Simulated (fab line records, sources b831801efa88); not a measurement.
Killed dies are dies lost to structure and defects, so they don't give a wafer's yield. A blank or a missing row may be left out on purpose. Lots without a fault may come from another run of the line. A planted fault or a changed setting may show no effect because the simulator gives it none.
Tool commonality check | flow sky130 | 12 lots, 36 wafers sampled

WHY IT WAS OPENED
At SKY_NWELL_TW_MEAS_26 the reading NWELL_2_TW is flagged on 2 of 12 lots. Wafers without a fault read 498, standard deviation 6.
Rule: a lot is flagged when every wafer of it that has a number lies more than 4 standard deviations from that mean, or none has a number. The other lots count as sound.

lot  | measured     | on            | NWELL_2_TW, wafer by wafer | flag
L404 | day 5 16:49  | film_metro-03 | 497 499 501                |
L406 | day 5 20:17  | film_metro-02 | 486 489 488                |
L407 | day 6 02:10  | film_metro-02 | 598 599 601                | FLAGGED
L408 | day 6 14:28  | film_metro-04 | 504 504 505                |
L410 | day 6 20:17  | film_metro-03 | 608 610 613                | FLAGGED
L417 | day 8 17:53  | film_metro-02 | 492 491 490                |
L418 | day 8 21:40  | film_metro-02 | 494 489 489                |
L419 | day 9 04:31  | film_metro-02 | 494 492 495                |
L420 | day 9 08:10  | film_metro-03 | 499 500 500                |
L421 | day 9 17:25  | film_metro-03 | 501 503 500                |
L424 | day 10 08:23 | film_metro-04 | 505 504 506                |
L427 | day 11 12:49 | film_metro-03 | 503 504 506                |
The numbers of the flagged lots are 605 on average: +107 against the usual, or +18 standard deviations.

WHICH TOOL RAN EACH LOT
The record holds 2 process steps before the reading, out of a route of 708 steps. In each cell: the tool, then ch and the chambers that the sampled wafers went through, then the start.
lot  | flag    | SKY_NWELL_STRIP_14                   | SKY_NWELL_IMPLANT_24
L404 |         | plasma_asher-03 ch 0,1, day 4 23:17  | implanter-01 ch 0, day 5 16:34
L406 |         | plasma_asher-03 ch 0,1, day 5 02:04  | implanter-01 ch 0, day 5 20:02
L407 | FLAGGED | plasma_asher-01 ch 0,1, day 5 07:40  | implanter-01 ch 0, day 6 01:55
L408 |         | plasma_asher-04 ch 0,1, day 5 19:31  | implanter-02 ch 0, day 6 14:14
L410 | FLAGGED | plasma_asher-04 ch 0,1, day 6 00:46  | implanter-01 ch 0, day 6 20:02
L417 |         | plasma_asher-04 ch 0,1, day 7 21:17  | implanter-02 ch 0, day 8 17:38
L418 |         | plasma_asher-01 ch 0,1, day 8 00:52  | implanter-02 ch 0, day 8 21:26
L419 |         | plasma_asher-04 ch 0,1, day 8 07:59  | implanter-01 ch 0, day 9 04:16
L420 |         | plasma_asher-03 ch 0,1, day 8 10:31  | implanter-01 ch 0, day 9 07:55
L421 |         | plasma_asher-03 ch 1, day 8 19:37    | implanter-02 ch 0, day 9 17:10
L424 |         | plasma_asher-04 ch 0,1, day 9 09:32  | implanter-04 ch 0, day 10 08:11
L427 |         | plasma_asher-03 ch 0,1, day 10 12:58 | implanter-04 ch 0, day 11 12:34
What these steps do:
- SKY_NWELL_STRIP_14: strips in O2/N2.
- SKY_NWELL_IMPLANT_24
- SKY_NWELL_TW_MEAS_26

FLAGGED OVER TOTAL, TOOL BY TOOL (the gauges that took the reading come last)
step                 | tool            | lots run | flagged | share of the flagged lots | sound lots run after its first flagged lot
SKY_NWELL_STRIP_14   | plasma_asher-01 | 2        | 1       | some                      | 1 (L418)
SKY_NWELL_STRIP_14   | plasma_asher-03 | 5        | 0       | none                      | -
SKY_NWELL_STRIP_14   | plasma_asher-04 | 5        | 1       | some                      | 3 (L417,L419,L424)
SKY_NWELL_IMPLANT_24 | implanter-01    | 6        | 2       | all                       | 2 (L419,L420)
SKY_NWELL_IMPLANT_24 | implanter-02    | 4        | 0       | none                      | -
SKY_NWELL_IMPLANT_24 | implanter-04    | 2        | 0       | none                      | -
SKY_NWELL_TW_MEAS_26 | film_metro-02   | 5        | 1       | some                      | 3 (L417,L418,L419)
SKY_NWELL_TW_MEAS_26 | film_metro-03   | 5        | 1       | some                      | 3 (L420,L421,L427)
SKY_NWELL_TW_MEAS_26 | film_metro-04   | 2        | 0       | none                      | -

WHAT THE TABLE ALLOWS
1 row of the table ran every flagged lot: implanter-01 at SKY_NWELL_IMPLANT_24.
- implanter-01 at SKY_NWELL_IMPLANT_24: 2 of its 6 lots flagged. Sound lots ran on it after the first flagged one (L419, L420), which a lasting fault on the whole tool wouldn't allow. Its own readings lie more than 4 standard deviations out on every wafer of the flagged lots: dose_ions_cm2, faraday_current_uA.
No row of the table ran every flagged lot and no sound lot after the first.

WHAT THE SIMULATOR HAD PUT IN
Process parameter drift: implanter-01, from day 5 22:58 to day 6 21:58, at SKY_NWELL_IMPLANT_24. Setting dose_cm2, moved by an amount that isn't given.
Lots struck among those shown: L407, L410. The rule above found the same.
